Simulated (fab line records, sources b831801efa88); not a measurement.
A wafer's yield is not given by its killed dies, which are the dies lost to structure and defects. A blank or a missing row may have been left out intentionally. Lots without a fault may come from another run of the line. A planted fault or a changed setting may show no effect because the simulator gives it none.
Problem report, 8D (eight disciplines) form, completed by code -- flow sky130 -- the parts of the form that need people (team, actions taken, sign-off) are left out

## 1. WHAT WENT WRONG
bias_w at SKY_METAL1_ETCH_18 reads a mean of 94.0 W on 4 wafers of 2 lots; wafers without a fault read 100.0 W with a standard deviation of 0.31. Relative to the usual mean, that is a shift of -19 standard deviations.
The step: etches BARC in N2/H2, stops on SiO2, time 45.9 s, target depth 60 nm.
First seen on wafer L556.5, day 35 23:13, on rie_metal-01. Wafers with a number at this step in the record: 33, from 11 lots. Rule for "out" (also "out of limits"): further than 4 standard deviations from the usual mean. The rest of the wafers with a number are treated as sound.

## 2. WHAT IT IS; WHAT IT IS NOT
question,is,is not
which readings at this step,bias_w,"drypump_motor_current_A, n2_flow_sccm, rf_fwd_power_W, throttle_valve_pct"
which lots,"L556, L558","L550, L551, L552, L553, L566, L567, L568, L569, L570"
which wafers of those lots,"L556.5, L558.2, L558.5, L558.6","L556.4, L556.6"
read on which tools,rie_metal-01,"rie_metal-02, rie_metal-03"
when,from day 35 23:13,"up to then (14 sound wafers); but 15 sound wafers of L566, L567, L568, L569, L570 came after"

## 3. THE SUSPECTS, EACH WITH WHAT RULES IT OUT
Counting: if a tool at a process step up to the reading ran every lot that is out, it stays a suspect. Sound lots after the first of them don't rule it out here, since some wafers of a struck lot are sound.
- cmp-01 at SKY_CONTACT_CMP_27 (polishes, stops on SiO2, t overpolish 15 s, target thk 0 nm): kept. Every lot that is out went through it, the first being L556 (day 34 20:32); the last sound lot it ran before that was L552 (day 33 06:54).
- rie_metal-01 at SKY_METAL1_ETCH_18 (etches BARC in N2/H2, stops on SiO2, time 45.9 s, target depth 60 nm): kept. Every lot that is out went through it, the first being L556 (day 35 23:13); the last sound lot it ran before that was L550 (day 33 19:15). Its own bias_w readings are out on those wafers.
- Within cmp-01 at SKY_CONTACT_CMP_27: the wafers that are out ran in chambers 1, 2; their sound lot-mates ran in chamber 0.
- Within rie_metal-01 at SKY_METAL1_ETCH_18, the wafers that are out were processed in chamber 0 and their sound lot-mates in chamber 1.
After counting, cmp-01 at SKY_CONTACT_CMP_27 and rie_metal-01 at SKY_METAL1_ETCH_18 remain.

## 4. THE CAUSE (what the simulator had put in)
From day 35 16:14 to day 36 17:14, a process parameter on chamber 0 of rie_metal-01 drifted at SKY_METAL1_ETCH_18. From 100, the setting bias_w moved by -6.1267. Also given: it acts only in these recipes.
Of the 2 suspects that counting leaves, this tool is one.

## 5. THE CHAIN OF EFFECTS, in route order
Each row: a reading where the mean over the struck wafers with a number is more than 3 standard deviations away from the usual. Only readings for which the record gives a usual standard deviation are gone through. hours: the time from each lot's start at the first step in this table that gives one to its start at this step, as a median over the lots. sigmas: the change in usual standard deviations.
hours,step,reading,usual,on struck wafers,change,sigmas
0,SKY_METAL1_ETCH_18,bias_w,100.0 W,94.0,-6.0,-19
Here are the process steps it includes:
- SKY_METAL1_ETCH_18: etches BARC in N2/H2, stops on SiO2, time 45.9 s, target depth 60 nm.

## 6. HOW IT WOULD HAVE BEEN CAUGHT EARLIER
In this record no reading fell out of limits until day 35 23:13, 7 hours after the fault had begun at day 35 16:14.
